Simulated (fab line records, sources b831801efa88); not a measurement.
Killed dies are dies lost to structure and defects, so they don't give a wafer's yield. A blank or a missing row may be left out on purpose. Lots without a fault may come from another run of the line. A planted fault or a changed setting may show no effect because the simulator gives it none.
Which tool did it? | flow gf180mcu | 14 lots, 42 wafers sampled, at 3 steps of a route of 602

WHAT THE GAUGES READ, wafer by wafer
GF_V4_OVL_MEAS_15.
lot  | measured     | on         | V4_OVL (nm)
L204 | day 25 05:22 | overlay-02 | -3 -10 4
L206 | day 26 02:40 | overlay-02 | 1 0 -8
L208 | day 26 12:37 | overlay-02 | -4 6 -5
L207 | day 26 15:53 | overlay-01 | 1 -6 1
L210 | day 27 06:22 | overlay-01 | -5 2 -1
L211 | day 27 16:52 | overlay-01 | -2 -3 -2
L212 | day 27 20:40 | overlay-01 | -6 2 -4
L216 | day 28 23:45 | overlay-02 | 6 5 3
L218 | day 29 13:09 | overlay-01 | 2 -6 3
L219 | day 29 19:49 | overlay-01 | 1 3 3
L220 | day 30 03:43 | overlay-01 | -1 1 1
L221 | day 30 08:38 | overlay-01 | 4 -8 6
L223 | day 30 20:37 | overlay-01 | -2 12 15
L224 | day 31 01:58 | overlay-02 | 4 0 0

GF_V5_CD_MEAS_14: target cd 260 nm.
lot  | measured     | on        | cd_nm (nm)
L204 | day 27 22:56 | cd_sem-02 | 258.2 258.5 258.4
L206 | day 28 18:20 | cd_sem-01 | 261.3 260.6 260.0
L208 | day 29 03:06 | cd_sem-01 | 260.5 261.3 261.7
L207 | day 29 07:14 | cd_sem-02 | 261.9 262.9 261.4
L210 | day 29 20:57 | cd_sem-01 | 262.4 262.3 262.3
L211 | day 30 05:30 | cd_sem-01 | 257.0 258.4 257.9
L212 | day 30 09:14 | cd_sem-01 | 260.1 257.9 258.8
L216 | day 31 11:14 | cd_sem-01 | 260.9 260.5 261.7
L218 | day 31 22:23 | cd_sem-02 | 260.0 259.7 259.6
L219 | day 32 04:11 | cd_sem-01 | 259.4 258.4 259.3
L220 | day 32 11:47 | cd_sem-01 | 259.1 257.3 257.9
L221 | day 32 14:43 | cd_sem-01 | 258.8 259.4 259.0
L223 | day 33 01:48 | cd_sem-02 | 259.5 259.4 259.9
L224 | day 33 07:38 | cd_sem-02 | 262.9 262.6 263.0

WHICH TOOL RAN EACH LOT (tool, then ch and the chambers of the sampled wafers, then the start)
lot  | GF_M5_DEVELOP_06
L204 | litho_track-04 ch 0, day 27 01:47
L206 | litho_track-01 ch 0, day 27 21:36
L208 | litho_track-01 ch 0, day 28 06:33
L207 | litho_track-01 ch 0, day 28 10:18
L210 | litho_track-04 ch 0, day 28 23:54
L211 | litho_track-02 ch 0, day 29 09:20
L212 | litho_track-01 ch 0, day 29 12:54
L216 | litho_track-01 ch 0, day 30 15:36
L218 | litho_track-01 ch 0, day 31 03:45
L219 | litho_track-01 ch 0, day 31 09:09
L220 | litho_track-02 ch 0, day 31 17:14
L221 | litho_track-04 ch 0, day 31 21:21
L223 | litho_track-02 ch 0, day 32 07:37
L224 | litho_track-02 ch 0, day 32 14:14
- GF_M5_DEVELOP_06: develop time 60 s.

WHAT THE TOOLS THEMSELVES READ (means of the sampled wafers that have a number; where no wafer has one, the mark that the record gives instead)
GF_M5_DEVELOP_06.
lot  | tool           | developer_temp_C (C) | resist_line_temp_C (C)
L204 | litho_track-04 | 20.86                | 23.04
L206 | litho_track-01 | 21.10                | 23.04
L208 | litho_track-01 | 21.05                | 23.09
L207 | litho_track-01 | 20.89                | 23.06
L210 | litho_track-04 | 20.87                | 22.86
L211 | litho_track-02 | 20.94                | 23.07
L212 | litho_track-01 | 20.81                | 22.86
L216 | litho_track-01 | 21.84                | 23.09
L218 | litho_track-01 | 21.76                | 22.84
L219 | litho_track-01 | 21.89                | 23.11
L220 | litho_track-02 | 21.04                | 22.86
L221 | litho_track-04 | 20.94                | 22.98
L223 | litho_track-02 | 21.00                | 23.07
L224 | litho_track-02 | 20.95                | 23.01

THE ANSWER, worked out from the rows above alone
Rule: what is usual is taken from the lots themselves. Put in order of their means at a reading, lots are off if they are a third of the lots or fewer, leave a main group of 4 or more, and stand apart from it by a gap of 3 or more times the standard deviation of the main group's means; of several such gaps the widest counts. A main group whose means are all the same, to the digits that the tables above print for the reading, isn't used. A lot without any number at a reading at which 4 lots or more have one is off too. The other lots that the step has rows for count as sound. The gauges are gone through in route order, then the tools' own readings, and for those a lot's mean is taken as printed above. The first step at which some lot is off is used, and at that step the reading that is off furthest; a lot without a number counts as furthest.
Off: L216, L218, L219, at GF_M5_DEVELOP_06 (developer_temp_C). The main group: mean 20.95 C, standard deviation 0.086.
A tool fits if, at that step or a process step before it, it ran every lot that is off, and no sound lot after the first of them. One fits: litho_track-01 at GF_M5_DEVELOP_06. Its last sound lot is L212 (day 29 12:54), its first lot that is off L216 (day 30 15:36): a fault that began between those two fits.
The tool's own readings at GF_M5_DEVELOP_06 bear it out: on the lots that are off they differ by more than 5 times the standard deviation of the sound lots' means. developer_temp_C reads 21.83 C there against 20.95 C on the sound lots.

WHAT THE SIMULATOR HAD PUT IN
Process parameter drift: litho_track-01, from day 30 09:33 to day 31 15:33, at GF_M5_DEVELOP_06. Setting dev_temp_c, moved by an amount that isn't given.
Lots struck among those shown: L216, L218, L219. The rule above found the same.
